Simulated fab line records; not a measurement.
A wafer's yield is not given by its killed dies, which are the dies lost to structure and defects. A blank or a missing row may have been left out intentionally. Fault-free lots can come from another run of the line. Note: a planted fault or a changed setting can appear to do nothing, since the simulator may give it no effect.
Which tool was responsible? / flow sky130 / 13 lots with 38 wafers sampled at 5 steps, on a route of 708 steps

## WHAT THE GAUGES READ, wafer by wafer
SKY_METAL2_RS_MEAS_05: uses a four-point probe to measure.
lot=L708; measured=day 34 06:07; on=film_metro-02; METAL2_ALCU_RS (ohm/sq)=0.1264 0.1246 0.1258
lot=L709; measured=day 34 15:31; on=film_metro-01; METAL2_ALCU_RS (ohm/sq)=0.1280 0.1251 0.1270
lot=L710; measured=day 34 21:26; on=film_metro-03; METAL2_ALCU_RS (ohm/sq)=0.1250 0.1260 0.1266
lot=L712; measured=day 35 17:25; on=film_metro-01; METAL2_ALCU_RS (ohm/sq)=0.1258 0.1264 0.1266
lot=L713; measured=day 35 19:28; on=film_metro-01; METAL2_ALCU_RS (ohm/sq)=0.1250 0.1240 0.1252
lot=L714; measured=day 36 03:26; on=film_metro-01; METAL2_ALCU_RS (ohm/sq)=0.1271 0.1277 0.1277
lot=L715; measured=day 36 11:09; on=film_metro-03; METAL2_ALCU_RS (ohm/sq)=0.1261 0.1265 0.1273
lot=L716; measured=day 36 20:34; on=film_metro-03; METAL2_ALCU_RS (ohm/sq)=0.1238 0.1250 0.1258
lot=L717; measured=day 37 03:59; on=film_metro-02; METAL2_ALCU_RS (ohm/sq)=0.1238 0.1253 0.1252
lot=L718; measured=day 37 12:29; on=film_metro-01; METAL2_ALCU_RS (ohm/sq)=0.1248 0.1259 0.1257
lot=L719; measured=day 38 00:13; on=film_metro-03; METAL2_ALCU_RS (ohm/sq)=0.1256 0.1278 0.1258
lot=L722; measured=day 38 23:08; on=film_metro-01; METAL2_ALCU_RS (ohm/sq)=0.1277 0.1287 0.1288
lot=L728; measured=day 40 09:32; on=film_metro-01; METAL2_ALCU_RS (ohm/sq)=0.1344 0.1282

SKY_METAL2_THK_MEAS_06: measures by xrf.
lot=L708; measured=day 34 06:13; on=film_metro-02; METAL2_ALCU_THK (nm)=254 258 254
lot=L709; measured=day 34 15:38; on=film_metro-01; METAL2_ALCU_THK (nm)=254 256 253
lot=L710; measured=day 34 21:33; on=film_metro-03; METAL2_ALCU_THK (nm)=259 254 250
lot=L712; measured=day 35 17:32; on=film_metro-01; METAL2_ALCU_THK (nm)=254 258 255
lot=L713; measured=day 35 19:35; on=film_metro-01; METAL2_ALCU_THK (nm)=259 261 257
lot=L714; measured=day 36 03:33; on=film_metro-01; METAL2_ALCU_THK (nm)=254 253 252
lot=L715; measured=day 36 11:16; on=film_metro-03; METAL2_ALCU_THK (nm)=253 253 254
lot=L716; measured=day 36 20:41; on=film_metro-03; METAL2_ALCU_THK (nm)=261 257 257
lot=L717; measured=day 37 04:06; on=film_metro-02; METAL2_ALCU_THK (nm)=260 259 258
lot=L718; measured=day 37 12:36; on=film_metro-01; METAL2_ALCU_THK (nm)=258 256 258
lot=L719; measured=day 38 00:19; on=film_metro-03; METAL2_ALCU_THK (nm)=254 250 256
lot=L722; measured=day 38 23:15; on=film_metro-01; METAL2_ALCU_THK (nm)=253 251 250
lot=L728; measured=day 40 09:38; on=film_metro-01; METAL2_ALCU_THK (nm)=240 251

SKY_METAL2_CD_MEAS_15: target cd 140 nm.
lot=L708; measured=day 35 08:37; on=cd_sem-01; cd_nm (nm)=140.0 141.0 140.1
lot=L709; measured=day 35 18:04; on=cd_sem-01; cd_nm (nm)=141.4 141.4 139.7
lot=L710; measured=day 36 00:29; on=cd_sem-01; cd_nm (nm)=140.2 140.1 139.9
lot=L712; measured=day 36 20:04; on=cd_sem-02; cd_nm (nm)=139.9 139.1 140.1
lot=L713; measured=day 36 22:05; on=cd_sem-02; cd_nm (nm)=137.2 138.5 137.0
lot=L714; measured=day 37 05:40; on=cd_sem-02; cd_nm (nm)=138.3 138.9 140.3
lot=L715; measured=day 37 12:07; on=cd_sem-02; cd_nm (nm)=140.4 141.5 140.3
lot=L716; measured=day 37 22:11; on=cd_sem-01; cd_nm (nm)=142.5 142.3 142.2
lot=L717; measured=day 38 05:40; on=cd_sem-02; cd_nm (nm)=137.9 136.2 136.9
lot=L718; measured=day 38 14:35; on=cd_sem-02; cd_nm (nm)=140.1 138.6 139.0
lot=L719; measured=day 39 02:04; on=cd_sem-02; cd_nm (nm)=141.3 139.7 141.7
lot=L722; measured=day 40 00:17; on=cd_sem-01; cd_nm (nm)=140.7 141.7 142.1
lot=L728; measured=day 41 09:25; on=cd_sem-01; cd_nm (nm)=140.6 139.8

## WHAT TOOL EACH LOT RAN ON (gives the tool, then ch and the chambers of the sampled wafers, and finally the start)
lot=L708; SKY_METAL1_DESCUM_17=rie_metal-03 ch 0,1, day 33 00:26; SKY_METAL2_SPUTTER_02=pvd_sputter-02, day 34 05:59
lot=L709; SKY_METAL1_DESCUM_17=rie_metal-03 ch 0,1, day 33 11:17; SKY_METAL2_SPUTTER_02=pvd_sputter-02, day 34 15:26
lot=L710; SKY_METAL1_DESCUM_17=rie_metal-01 ch 0, day 33 16:02; SKY_METAL2_SPUTTER_02=pvd_sputter-01, day 34 21:20
lot=L712; SKY_METAL1_DESCUM_17=rie_metal-03 ch 0,1, day 34 11:10; SKY_METAL2_SPUTTER_02=pvd_sputter-03, day 35 17:20
lot=L713; SKY_METAL1_DESCUM_17=rie_metal-02 ch 0,1, day 34 13:20; SKY_METAL2_SPUTTER_02=pvd_sputter-02, day 35 19:22
lot=L714; SKY_METAL1_DESCUM_17=rie_metal-03 ch 0,1, day 34 21:35; SKY_METAL2_SPUTTER_02=pvd_sputter-01, day 36 03:20
lot=L715; SKY_METAL1_DESCUM_17=rie_metal-02 ch 0,1, day 35 05:14; SKY_METAL2_SPUTTER_02=pvd_sputter-01, day 36 11:04
lot=L716; SKY_METAL1_DESCUM_17=rie_metal-02 ch 0,1, day 35 14:32; SKY_METAL2_SPUTTER_02=pvd_sputter-01, day 36 20:28
lot=L717; SKY_METAL1_DESCUM_17=rie_metal-03 ch 0,1, day 35 21:56; SKY_METAL2_SPUTTER_02=pvd_sputter-02, day 37 03:52
lot=L718; SKY_METAL1_DESCUM_17=rie_metal-01 ch 0,1, day 36 08:02; SKY_METAL2_SPUTTER_02=pvd_sputter-01, day 37 12:23
lot=L719; SKY_METAL1_DESCUM_17=rie_metal-03 ch 0,1, day 36 19:05; SKY_METAL2_SPUTTER_02=pvd_sputter-03, day 38 00:06
lot=L722; SKY_METAL1_DESCUM_17=rie_metal-01 ch 0,1, day 37 18:43; SKY_METAL2_SPUTTER_02=pvd_sputter-03, day 38 23:02
lot=L728; SKY_METAL1_DESCUM_17=rie_metal-01 ch 0, day 39 05:30; SKY_METAL2_SPUTTER_02=pvd_sputter-02, day 40 09:24
- SKY_METAL1_DESCUM_17: chemistry O2, time 8 s.
- SKY_METAL2_SPUTTER_02: material AlCu, target thk 250 nm, time 13.3 s.

## WHAT THE TOOLS THEMSELVES READ (means of the sampled wafers that have a number; where no wafer has one, the mark that the record gives instead)
SKY_METAL1_DESCUM_17.
lot=L708; tool=rie_metal-03; drypump_motor_current_A (A)=5.9; oes_product_au (a.u.)=1.002
lot=L709; tool=rie_metal-03; drypump_motor_current_A (A)=6.0; oes_product_au (a.u.)=0.999
lot=L710; tool=rie_metal-01; drypump_motor_current_A (A)=5.5; oes_product_au (a.u.)=0.997
lot=L712; tool=rie_metal-03; drypump_motor_current_A (A)=5.9; oes_product_au (a.u.)=0.997
lot=L713; tool=rie_metal-02; drypump_motor_current_A (A)=5.4; oes_product_au (a.u.)=0.994
lot=L714; tool=rie_metal-03; drypump_motor_current_A (A)=6.1; oes_product_au (a.u.)=0.996
lot=L715; tool=rie_metal-02; drypump_motor_current_A (A)=5.3; oes_product_au (a.u.)=1.012
lot=L716; tool=rie_metal-02; drypump_motor_current_A (A)=5.3; oes_product_au (a.u.)=1.010
lot=L717; tool=rie_metal-03; drypump_motor_current_A (A)=5.9; oes_product_au (a.u.)=0.998
lot=L718; tool=rie_metal-01; drypump_motor_current_A (A)=5.6; oes_product_au (a.u.)=0.997
lot=L719; tool=rie_metal-03; drypump_motor_current_A (A)=5.9; oes_product_au (a.u.)=1.006
lot=L722; tool=rie_metal-01; drypump_motor_current_A (A)=5.6; oes_product_au (a.u.)=0.997
lot=L728; tool=rie_metal-01; drypump_motor_current_A (A)=5.5; oes_product_au (a.u.)=0.998

SKY_METAL2_SPUTTER_02.
lot=L708; tool=pvd_sputter-02; throttle_valve_pct (%)=30.2
lot=L709; tool=pvd_sputter-02; throttle_valve_pct (%)=30.3
lot=L710; tool=pvd_sputter-01; throttle_valve_pct (%)=30.0
lot=L712; tool=pvd_sputter-03; throttle_valve_pct (%)=28.9
lot=L713; tool=pvd_sputter-02; throttle_valve_pct (%)=29.6
lot=L714; tool=pvd_sputter-01; throttle_valve_pct (%)=29.7
lot=L715; tool=pvd_sputter-01; throttle_valve_pct (%)=30.8
lot=L716; tool=pvd_sputter-01; throttle_valve_pct (%)=30.3
lot=L717; tool=pvd_sputter-02; throttle_valve_pct (%)=30.3
lot=L718; tool=pvd_sputter-01; throttle_valve_pct (%)=30.5
lot=L719; tool=pvd_sputter-03; throttle_valve_pct (%)=29.6
lot=L722; tool=pvd_sputter-03; throttle_valve_pct (%)=29.4
lot=L728; tool=pvd_sputter-02; throttle_valve_pct (%)=30.7

## THE ANSWER, worked out from the rows above alone
Rule: usual is defined by the lots themselves. Put in order of their means at a reading, lots are off if they are a third of the lots or fewer, leave a main group of 4 or more, and stand apart from it by a gap of 3 or more times the standard deviation of the main group's means; of several such gaps the widest counts. If all means in a main group match to the digits the tables above print for the reading, that group is not used. Also off: a lot with no number at a reading for which 4 or more lots have one. Any other lot the step has rows for is counted as sound. After the gauges, taken in route order, come the tools' own readings; for these a lot's mean is taken, as printed above. At the first step where some lot is off, the reading lying furthest off is the one used; lots without a number count as furthest.
No lot is off at any reading shown: from this, nothing can be told.

## WHAT HAD BEEN PUT IN BY THE SIMULATOR
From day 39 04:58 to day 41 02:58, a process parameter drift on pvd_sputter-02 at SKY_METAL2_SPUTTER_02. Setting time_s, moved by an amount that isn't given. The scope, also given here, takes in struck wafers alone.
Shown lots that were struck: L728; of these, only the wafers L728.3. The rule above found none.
